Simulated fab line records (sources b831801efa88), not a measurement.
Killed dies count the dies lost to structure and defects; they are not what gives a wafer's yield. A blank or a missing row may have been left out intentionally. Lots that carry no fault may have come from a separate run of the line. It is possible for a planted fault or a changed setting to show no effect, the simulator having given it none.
A lot that was struck, set against a sound lot | flow sky130 | 18 steps out of a route of 708
Sound: these wafers, L923.3, L923.4, L923.5. Wafers L928.3, L928.4, L928.6 were the ones struck. The cause is given at the end.
Each step with rows lists, per side, the tool, then ch with its chambers, then its first start. Under that, the readings that differ: sound wafers | struck wafers | difference of the means | sigmas: that difference in standard deviations of wafers without a fault.
alike: a reading whose means differ by less than 2 such deviations, as well as words and numbers matching on both sides. not compared: withheld readings; readings where some wafer has no value; bounds like >300 that might hide an equal value; numbers whose values overlap and for which the record gives no deviation.
The two part at a step that has a row with sigmas, a row that says differs or no value, or rows on one side only. When numbers do not overlap yet have no deviation, they are printed without sigmas and do not part them. A reading that every wafer of one side lacks parts them only if that side has two wafers or more.

first, 5 steps without rows for these wafers: SKY_VIA4_COAT_06 (resist thk 1140 nm); SKY_VIA4_SOFTBAKE_07 (time 60 s); SKY_VIA4_EXPOSE_08 (exposes mask VIM4, target cd 800 nm); SKY_VIA4_PEB_09; SKY_VIA4_DEVELOP_10 (develop time 60 s).
SKY_VIA4_OVL_MEAS_11:
  sound: overlay-01 at day 44 07:30; struck: overlay-02 at day 47 10:03
  reading       | sound          | struck       | difference | sigmas
  VIA4_OVL (nm) | -1.3 -0.8 -3.2 | 2.4 1.2 -0.3 | +2.9       | +2
SKY_VIA4_ETCH_12: etches SiO2 in C4F8/O2/Ar, stops on TiN, target depth 580 nm.
  sound on rie-diel-02 ch 0,1,2, day 44 07:31; struck on rie-diel-01 ch 1,3, day 47 10:05
  alike: bias-w, oes-product-au
SKY_VIA4_STRIP_13: strips in O2/N2.
  sound on plasma-asher-02 ch 0,1, day 44 07:38; struck on plasma-asher-03 ch 0,1, day 47 10:11
  alike: drypump-motor-current-A, oes-product-au, strip-time-to-endpoint-s
  not compared: rf-hours-counter-h
then, 3 steps without rows for these wafers: SKY_VIA4_STRIP_14 (strips in post etch residue remover, time 1200 s); SKY_VIA4_CLEAN_15 (cleans in IPA, time 180 s); SKY_VIA4_CLEAN_16 (cleans in O3/DIW).
SKY_VIA4_SPUTTER_17: material TiN, target thk 20 nm, time 80 s.
  sound: pvd-sputter-02 at day 44 08:14; struck: pvd-sputter-04 at day 47 10:44
  alike: throttle-valve-pct
SKY_VIA4_CVD_18: deposits W, target thk 505 nm, time 152.14 s.
  sound on cvd-w-02 ch 1, day 44 08:23; struck on cvd-w-01 ch 0,1, day 47 10:51
  reading                            | sound                | struck               | difference | sigmas
  heater-power-w (W)                 | 916 894 897          | 663 774 670          | -200       | -2
  susceptor-temp-C (C)               | 399.91 399.85 399.97 | 377.81 377.96 377.93 | -22.01     | -99 or more
  model.W_of_VIA4_CVD_18.thk-nm (nm) | 519.1 516.5 515.3    | 340.1 332.6 331      | -182.4     |
SKY_VIA4_RS_MEAS_19: uses a four-point probe to measure.
  sound: film-metro-04 at day 44 08:38; struck: film-metro-04 at day 47 11:17
  reading            | sound             | struck            | difference | sigmas
  VIA4_W_RS (ohm/sq) | 0.220 0.221 0.222 | 0.338 0.345 0.347 | +0.122     | +34
  not compared: hold
SKY_VIA4_THK_MEAS_20: measures by xrf.
  sound: film-metro-04 at day 44 08:44; struck: film-metro-04 at day 47 14:28
  reading         | sound       | struck      | difference | sigmas
  VIA4_W_THK (nm) | 522 521 514 | 343 336 334 | -181       | -20
  not compared: hold
SKY_VIA4_CMP_21: polishes, stops on SiO2, t overpolish 25 s, target thk 0 nm.
  sound on cmp-01 ch 2,3, day 44 08:46; struck on cmp-02 ch 1,2, day 47 16:49
  reading                | sound       | struck                                                                     | difference                   | sigmas
  hold                   | - - -       | await-dispo/2.3h/release await-dispo/2.3h/release await-dispo/2.3h/release | no value on the sound wafers |
  time-to-endpoint-s (s) | 136 127 125 | 85 78 82                                                                   | -48                          | -8
  alike: motor-current-A
SKY_METAL5_SPUTTER_00: material Ti, target thk 15 nm, time 10 s.
  sound: pvd-sputter-02 at day 44 09:04; struck: pvd-sputter-01 at day 47 17:07
  alike: throttle-valve-pct
-- the record jumps here: 2 days lie between the struck wafers' starts before and after (it left off in module METAL5 and takes up again in module PAD_OPEN, whose first step shown is number 708 of the route) --
SKY_PAD_OPEN_PROBE_99:
  sound: prober-01 at day 47 02:50; struck: prober-01 at day 49 23:32
  alike: defect-limited-yield, killed_at_M0_to_M3, killed_at_M4_up, killed-at-contacts, killed-at-front-end, killed-at-other, killed-dies, killed-open, killed-short, sort_bin_3_pad_short, sort_bin_5_function, sort_bin_6_memory, sort-n-pass, sort-yield-pct

== WHERE THEY PART ==
At SKY_VIA4_OVL_MEAS_11 first; at SKY_VIA4_CMP_21 last (within this record only). Later steps at which nothing parts them and some readings are alike: SKY_METAL5_SPUTTER_00, SKY_PAD_OPEN_PROBE_99.

WHY: the cause the simulator had injected
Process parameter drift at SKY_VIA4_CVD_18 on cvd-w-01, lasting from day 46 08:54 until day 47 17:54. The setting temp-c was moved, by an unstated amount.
